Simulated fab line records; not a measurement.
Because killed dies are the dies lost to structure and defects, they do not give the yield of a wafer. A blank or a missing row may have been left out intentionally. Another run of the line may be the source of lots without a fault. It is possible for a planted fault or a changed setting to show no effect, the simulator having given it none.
Which tool did it?    flow sky130    13 lots with 39 wafers sampled at 5 steps, on a route of 708 steps

== WHAT THE GAUGES READ, wafer by wafer ==
SKY_LDD_P_TW_MEAS_11. Usual: LDD_P_TW gives 635 (standard deviation 6.3).
lot   measured      on             LDD_P_TW     flag
L192  day 18 16:19  film metro-04  630 626 627  
L194  day 19 08:59  film metro-02  638 636 637  
L197  day 20 14:31  film metro-01  627 632 628  
L198  day 21 00:58  film metro-02  642 638 639  
L199  day 21 14:28  film metro-01  629 634 629  
L200  day 22 20:31  film metro-01  625 628 628  
L201  day 23 02:46  film metro-04  629 628 631  
L205  day 23 20:47  film metro-02  587 584 586  OFF
L207  day 24 12:36  film metro-02  592 593 588  OFF
L211  day 26 00:40  film metro-02  642 641 640  
L213  day 26 08:59  film metro-02  642 641 642  
L214  day 26 18:04  film metro-02  640 641 641  
L215  day 27 07:19  film metro-01  634 635 633  

SKY_CONTACT_THK_MEAS_03. Usual: CONTACT_HDPCVD_THK gives 567 nm (standard deviation 5.5).
lot   measured      on             CONTACT_HDPCVD_THK (nm)  flag
L192  day 30 01:40  film metro-03  562 571 562              
L194  day 30 18:20  film metro-03  564 566 559              
L197  day 31 19:53  film metro-04  578 570 571              
L198  day 32 05:20  film metro-03  565 571 567              
L199  day 32 17:37  film metro-03  567 567 566              
L200  day 33 18:02  film metro-03  562 565 563              
L201  day 34 09:38  film metro-01  573 576 569              
L205  day 34 18:06  film metro-01  567 564 567              
L207  day 35 09:28  film metro-03  568 571 569              
L211  day 36 16:38  film metro-04  573 573 580              
L213  day 37 01:47  film metro-03  571 563 567              
L214  day 37 10:02  film metro-01  577 571 565              
L215  day 37 19:29  film metro-04  573 563 571              

SKY_CONTACT_OVL_MEAS_15. Usual: CONTACT_OVL gives -3 nm (standard deviation 5).
lot   measured      on          CONTACT_OVL (nm)  flag
L192  day 31 06:20  overlay-01  -7 1 3            
L194  day 31 23:02  overlay-01  6 2 8             
L197  day 33 00:17  overlay-02  -2 0 6            
L198  day 33 09:47  overlay-02  1 -4 -2           
L199  day 33 21:20  overlay-01  -1 -2 0           
L200  day 34 21:14  overlay-02  -1 -6 3           
L201  day 35 12:35  overlay-01  2 -2 -10          
L205  day 35 21:26  overlay-02  -6 -8 -1          
L207  day 36 12:30  overlay-02  2 5 -1            
L211  day 37 19:32  overlay-01  -10 -8 -9         
L213  day 38 04:23  overlay-02  -4 -11 -6         
L214  day 38 12:23  overlay-02  -3 -2 0           
L215  day 38 21:08  overlay-02  -10 -12 -7        

SKY_CONTACT_RS_MEAS_25: uses a four-point probe to measure. Usual: CONTACT_W_RS gives 0.339 ohm/sq (standard deviation 0.003).
lot   measured      on             CONTACT_W_RS (ohm/sq)  flag
L192  day 31 07:17  film metro-01  0.334 0.339 0.336      
L194  day 32 00:02  film metro-01  0.336 0.342 0.343      
L197  day 33 01:13  film metro-03  0.339 0.340 0.340      
L198  day 33 10:52  film metro-04  0.342 0.339 0.344      
L199  day 33 22:22  film metro-04  0.333 0.334 0.335      
L200  day 34 22:10  film metro-03  0.342 0.336 0.339      
L201  day 35 13:31  film metro-03  0.343 0.337 0.342      
L205  day 35 22:24  film metro-01  0.341 0.336 0.343      
L207  day 36 13:29  film metro-01  0.335 0.337 0.338      
L211  day 37 20:33  film metro-04  0.339 0.335 0.337      
L213  day 38 05:21  film metro-01  0.339 0.340 0.339      
L214  day 38 13:22  film metro-04  0.338 0.338 0.332      
L215  day 38 22:05  film metro-01  0.342 0.339 0.344      

== EACH LOT AND THE TOOL THAT RAN IT (in order: tool; ch and the chambers of the sampled wafers; start) ==
lot   SKY_LDD_P_IMPLANT_09
L192  implanter-04 ch 0, day 18 16:05
L194  implanter-01 ch 0, day 19 08:46
L197  implanter-04 ch 0, day 20 14:16
L198  implanter-02 ch 0, day 21 00:43
L199  implanter-01 ch 0, day 21 14:13
L200  implanter-02 ch 0, day 22 20:16
L201  implanter-02 ch 0, day 23 02:31
L205  implanter-02 ch 0, day 23 20:34
L207  implanter-02 ch 0, day 24 12:23
L211  implanter-04 ch 0, day 26 00:25
L213  implanter-01 ch 0, day 26 08:45
L214  implanter-01 ch 0, day 26 17:49
L215  implanter-04 ch 0, day 27 07:05
- SKY_LDD_P_IMPLANT_09

== AS READ BY THE TOOLS THEMSELVES (means over the sampled wafers that have a number; for cases with no such wafer, the mark the record gives instead) ==
SKY_LDD_P_IMPLANT_09. Usual: beam on s 9.98 s, standard deviation 0.21; end station pressure torr 5.04e-06 Torr, standard deviation 2.5e-07; faraday current uA 56.5, standard deviation 1.2.
lot   tool          beam on s (s)  end station pressure torr (Torr)  faraday current uA  flag
L192  implanter-04  9.83           4.73e-06                          57.3                
L194  implanter-01  9.78           4.89e-06                          57.7                
L197  implanter-04  9.93           5.16e-06                          56.7                
L198  implanter-02  10.03          5.07e-06                          56.3                
L199  implanter-01  9.81           4.84e-06                          57.4                
L200  implanter-02  10.06          4.95e-06                          56.1                
L201  implanter-02  9.98           4.93e-06                          56.7                
L205  implanter-02  7.78           5.02e-06                          72.7                OFF
L207  implanter-02  7.80           4.79e-06                          72.5                OFF
L211  implanter-04  9.91           5.13e-06                          56.9                
L213  implanter-01  9.94           5.16e-06                          56.8                
L214  implanter-01  10.03          5.14e-06                          56.1                
L215  implanter-04  10.08          5.24e-06                          55.9                

== THE ANSWER, worked out from the rows above alone ==
Rule: a lot is off if the mean of its wafers that have a number lies more than 3 standard deviations from the usual mean. Also off: a lot with no number at a reading for which 4 or more lots have one. All remaining lots with rows at the step are treated as sound. First the gauges in route order, then the tools' own readings, where a lot's mean is used as printed above. At the first step where some lot is off, the reading lying furthest off is the one used; lots without a number count as furthest.
Off: L205, L207, at SKY_LDD_P_TW_MEAS_11 (LDD_P_TW).
A tool fits if, at a process step before that reading, it ran every lot that is off, and no sound lot after the first of them. Not tried: the gauges at SKY_LDD_P_TW_MEAS_11; whatever is off there is also off at SKY_LDD_P_IMPLANT_09, on other tools, and gauge error can't account for it. One fits: implanter-02 at SKY_LDD_P_IMPLANT_09. Its last sound lot is L201 (day 23 02:31), its first lot that is off L205 (day 23 20:34): a fault that began between those two fits.
The tool's own readings at SKY_LDD_P_IMPLANT_09 bear it out: on the lots that are off they differ by more than 5 times the standard deviation of the sound lots' means. beam on s reads 7.79 s there against 9.94 s on the sound lots; faraday current uA reads 72.6 there against 56.7 on the sound lots.

== WHAT THE SIMULATOR PUT IN ==
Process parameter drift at SKY_LDD_P_IMPLANT_09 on implanter-02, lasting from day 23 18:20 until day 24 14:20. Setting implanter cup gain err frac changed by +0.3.
Lots struck among those shown: L205, L207. The rule above found the same.
